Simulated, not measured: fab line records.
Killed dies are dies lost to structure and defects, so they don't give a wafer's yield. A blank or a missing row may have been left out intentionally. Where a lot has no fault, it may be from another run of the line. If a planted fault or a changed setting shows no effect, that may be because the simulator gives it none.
Which tool did it? / flow gf180mcu / 33 wafers from 11 lots sampled at 5 of the route's 602 steps

== WHAT THE GAUGES SHOWED, per wafer ==
GF_V4_THK_MEAS_03.
lot=L246; measured=day 23 17:27; on=film-metro-04; V4_CVD_02_THK (nm)=838 839 856
lot=L248; measured=day 24 10:30; on=film-metro-03; V4_CVD_02_THK (nm)=848 835 855
lot=L249; measured=day 24 22:24; on=film-metro-04; V4_CVD_02_THK (nm)=847 851 860
lot=L250; measured=day 25 10:35; on=film-metro-04; V4_CVD_02_THK (nm)=847 846 864
lot=L251; measured=day 25 14:19; on=film-metro-04; V4_CVD_02_THK (nm)=858 855 859
lot=L252; measured=day 25 17:45; on=film-metro-04; V4_CVD_02_THK (nm)=841 837 853
lot=L254; measured=day 26 06:40; on=film-metro-04; V4_CVD_02_THK (nm)=864 866 869
lot=L263; measured=day 29 10:43; on=film-metro-03; V4_CVD_02_THK (nm)=1336 852 858
lot=L266; measured=day 29 19:01; on=film-metro-04; V4_CVD_02_THK (nm)=840 854 862
lot=L267; measured=day 30 11:22; on=film-metro-01; V4_CVD_02_THK (nm)=843 855 859
lot=L268; measured=day 30 21:01; on=film-metro-03; V4_CVD_02_THK (nm)=838 844 862

== TOOL THAT RAN EACH LOT (tool first, then ch and the chambers of the sampled wafers, then the start) ==
lot=L246; GF_V3_CVD_23=cvd-w-02 ch 0,1, day 22 17:25; GF_M4_SPUTTER_00=pvd-sputter-04, day 22 18:00; GF_M4_SPUTTER_01=pvd-sputter-04, day 22 18:06; GF_V4_CVD_02=pecvd-04 ch 0,1,2, day 23 17:22
lot=L248; GF_V3_CVD_23=cvd-w-01 ch 0,1, day 23 09:53; GF_M4_SPUTTER_00=pvd-sputter-01, day 23 10:28; GF_M4_SPUTTER_01=pvd-sputter-01, day 23 11:23; GF_V4_CVD_02=pecvd-04 ch 0,2, day 24 10:26
lot=L249; GF_V3_CVD_23=cvd-w-01 ch 0,1, day 23 22:40; GF_M4_SPUTTER_00=pvd-sputter-01, day 23 23:16; GF_M4_SPUTTER_01=pvd-sputter-01, day 23 23:22; GF_V4_CVD_02=pecvd-02 ch 0,1, day 24 22:20
lot=L250; GF_V3_CVD_23=cvd-w-01 ch 0, day 24 11:25; GF_M4_SPUTTER_00=pvd-sputter-03, day 24 12:01; GF_M4_SPUTTER_01=pvd-sputter-03, day 24 12:07; GF_V4_CVD_02=pecvd-03 ch 0,1,2, day 25 10:32
lot=L251; GF_V3_CVD_23=cvd-w-01 ch 0,1, day 24 14:58; GF_M4_SPUTTER_00=pvd-sputter-03, day 24 15:31; GF_M4_SPUTTER_01=pvd-sputter-03, day 24 15:37; GF_V4_CVD_02=pecvd-03 ch 0,1,2, day 25 14:16
lot=L252; GF_V3_CVD_23=cvd-w-02 ch 0,1, day 24 18:27; GF_M4_SPUTTER_00=pvd-sputter-03, day 24 19:03; GF_M4_SPUTTER_01=pvd-sputter-03, day 24 19:09; GF_V4_CVD_02=pecvd-04 ch 1,2, day 25 17:31
lot=L254; GF_V3_CVD_23=cvd-w-01 ch 0,1, day 25 09:38; GF_M4_SPUTTER_00=pvd-sputter-03, day 25 10:14; GF_M4_SPUTTER_01=pvd-sputter-03, day 25 10:20; GF_V4_CVD_02=pecvd-02 ch 0,2, day 26 06:34
lot=L263; GF_V3_CVD_23=cvd-w-01 ch 0,1, day 28 13:56; GF_M4_SPUTTER_00=pvd-sputter-03, day 28 14:32; GF_M4_SPUTTER_01=pvd-sputter-03, day 28 14:38; GF_V4_CVD_02=pecvd-03 ch 0,1, day 29 10:38
lot=L266; GF_V3_CVD_23=cvd-w-02 ch 0,1, day 28 22:58; GF_M4_SPUTTER_00=pvd-sputter-03, day 28 23:40; GF_M4_SPUTTER_01=pvd-sputter-03, day 28 23:46; GF_V4_CVD_02=pecvd-02 ch 0,1,2, day 29 18:56
lot=L267; GF_V3_CVD_23=cvd-w-01 ch 0,1, day 29 15:10; GF_M4_SPUTTER_00=pvd-sputter-04, day 29 15:45; GF_M4_SPUTTER_01=pvd-sputter-04, day 29 15:51; GF_V4_CVD_02=pecvd-02 ch 0,1,2, day 30 11:17
lot=L268; GF_V3_CVD_23=cvd-w-01 ch 0,1, day 30 01:04; GF_M4_SPUTTER_00=pvd-sputter-03, day 30 01:40; GF_M4_SPUTTER_01=pvd-sputter-03, day 30 01:46; GF_V4_CVD_02=pecvd-02 ch 0,1, day 30 20:55
- GF_V3_CVD_23: deposits W, target thk 350 nm, time 104.9 s.
- GF_M4_SPUTTER_00: material Ti, target thk 37.5 nm, time 150 s.
- GF_M4_SPUTTER_01: material TiN, target thk 30 nm, time 25 s.
- GF_V4_CVD_02: deposits SiO2 from TEOS, target thk 850 nm, time 94.851 s.

== WHAT THE TOOLS THEMSELVES READ (means of the sampled wafers that have a number; where no wafer has one, the mark that the record gives instead) ==
GF_V3_CVD_23.
lot=L246; tool=cvd-w-02; heater-power-w (W)=955
lot=L248; tool=cvd-w-01; heater-power-w (W)=886
lot=L249; tool=cvd-w-01; heater-power-w (W)=946
lot=L250; tool=cvd-w-01; heater-power-w (W)=837
lot=L251; tool=cvd-w-01; heater-power-w (W)=901
lot=L252; tool=cvd-w-02; heater-power-w (W)=956
lot=L254; tool=cvd-w-01; heater-power-w (W)=959
lot=L263; tool=cvd-w-01; heater-power-w (W)=950
lot=L266; tool=cvd-w-02; heater-power-w (W)=906
lot=L267; tool=cvd-w-01; heater-power-w (W)=978
lot=L268; tool=cvd-w-01; heater-power-w (W)=963

GF_M4_SPUTTER_00.
lot=L246; tool=pvd-sputter-04; substrate-temp-c (C)=199.93; throttle-valve-pct (%)=29.9
lot=L248; tool=pvd-sputter-01; substrate-temp-c (C)=199.94; throttle-valve-pct (%)=29.9
lot=L249; tool=pvd-sputter-01; substrate-temp-c (C)=200.00; throttle-valve-pct (%)=29.3
lot=L250; tool=pvd-sputter-03; substrate-temp-c (C)=199.82; throttle-valve-pct (%)=30.0
lot=L251; tool=pvd-sputter-03; substrate-temp-c (C)=200.10; throttle-valve-pct (%)=30.2
lot=L252; tool=pvd-sputter-03; substrate-temp-c (C)=199.90; throttle-valve-pct (%)=30.4
lot=L254; tool=pvd-sputter-03; substrate-temp-c (C)=200.03; throttle-valve-pct (%)=30.1
lot=L263; tool=pvd-sputter-03; substrate-temp-c (C)=199.83; throttle-valve-pct (%)=30.4
lot=L266; tool=pvd-sputter-03; substrate-temp-c (C)=200.15; throttle-valve-pct (%)=30.2
lot=L267; tool=pvd-sputter-04; substrate-temp-c (C)=200.09; throttle-valve-pct (%)=29.9
lot=L268; tool=pvd-sputter-03; substrate-temp-c (C)=199.91; throttle-valve-pct (%)=30.2

GF_M4_SPUTTER_01.
lot=L246; tool=pvd-sputter-04; throttle-valve-pct (%)=29.9
lot=L248; tool=pvd-sputter-01; throttle-valve-pct (%)=29.8
lot=L249; tool=pvd-sputter-01; throttle-valve-pct (%)=29.4
lot=L250; tool=pvd-sputter-03; throttle-valve-pct (%)=30.0
lot=L251; tool=pvd-sputter-03; throttle-valve-pct (%)=30.4
lot=L252; tool=pvd-sputter-03; throttle-valve-pct (%)=30.5
lot=L254; tool=pvd-sputter-03; throttle-valve-pct (%)=30.2
lot=L263; tool=pvd-sputter-03; throttle-valve-pct (%)=30.3
lot=L266; tool=pvd-sputter-03; throttle-valve-pct (%)=30.4
lot=L267; tool=pvd-sputter-04; throttle-valve-pct (%)=30.1
lot=L268; tool=pvd-sputter-03; throttle-valve-pct (%)=29.8

GF_V4_CVD_02.
lot=L246; tool=pecvd-04; heater-power-w (W)=605
lot=L248; tool=pecvd-04; heater-power-w (W)=658
lot=L249; tool=pecvd-02; heater-power-w (W)=783
lot=L250; tool=pecvd-03; heater-power-w (W)=608
lot=L251; tool=pecvd-03; heater-power-w (W)=653
lot=L252; tool=pecvd-04; heater-power-w (W)=629
lot=L254; tool=pecvd-02; heater-power-w (W)=685
lot=L263; tool=pecvd-03; heater-power-w (W)=636
lot=L266; tool=pecvd-02; heater-power-w (W)=785
lot=L267; tool=pecvd-02; heater-power-w (W)=759
lot=L268; tool=pecvd-02; heater-power-w (W)=811

== THE ANSWER, worked out from the rows above alone ==
Rule: the lots themselves supply what counts as usual. Put in order of their means at a reading, lots are off if they are a third of the lots or fewer, leave a main group of 4 or more, and stand apart from it by a gap of 3 or more times the standard deviation of the main group's means; of several such gaps the widest counts. A main group whose means are all the same, to the digits that the tables above print for the reading, isn't used. Also off: a lot with no number at a reading for which 4 or more lots have one. All remaining lots with rows at the step are treated as sound. Order of review: gauges by route order, followed by the tools' own readings, for which a lot's mean as printed above is used. The first step at which some lot is off is used, and at that step the reading that is off furthest; a lot without a number counts as furthest.
Off: L263, at GF_V4_THK_MEAS_03 (V4_CVD_02_THK). Mean 852 nm and standard deviation 6.4 in the main group.
If a tool, at a process step before that reading, ran all the lots that are off and no sound lot after the first of them, it fits. The gauges at GF_V4_THK_MEAS_03 are tried like those tools. One fits: pecvd-03 at GF_V4_CVD_02. Its last sound lot is L251 (day 25 14:16), its first lot that is off L263 (day 29 10:38): a fault that began between those two fits.

== WHAT THE SIMULATOR HAD PUT IN ==
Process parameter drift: pecvd-03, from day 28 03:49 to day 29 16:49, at GF_V4_CVD_02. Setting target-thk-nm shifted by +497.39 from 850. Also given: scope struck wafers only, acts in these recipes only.
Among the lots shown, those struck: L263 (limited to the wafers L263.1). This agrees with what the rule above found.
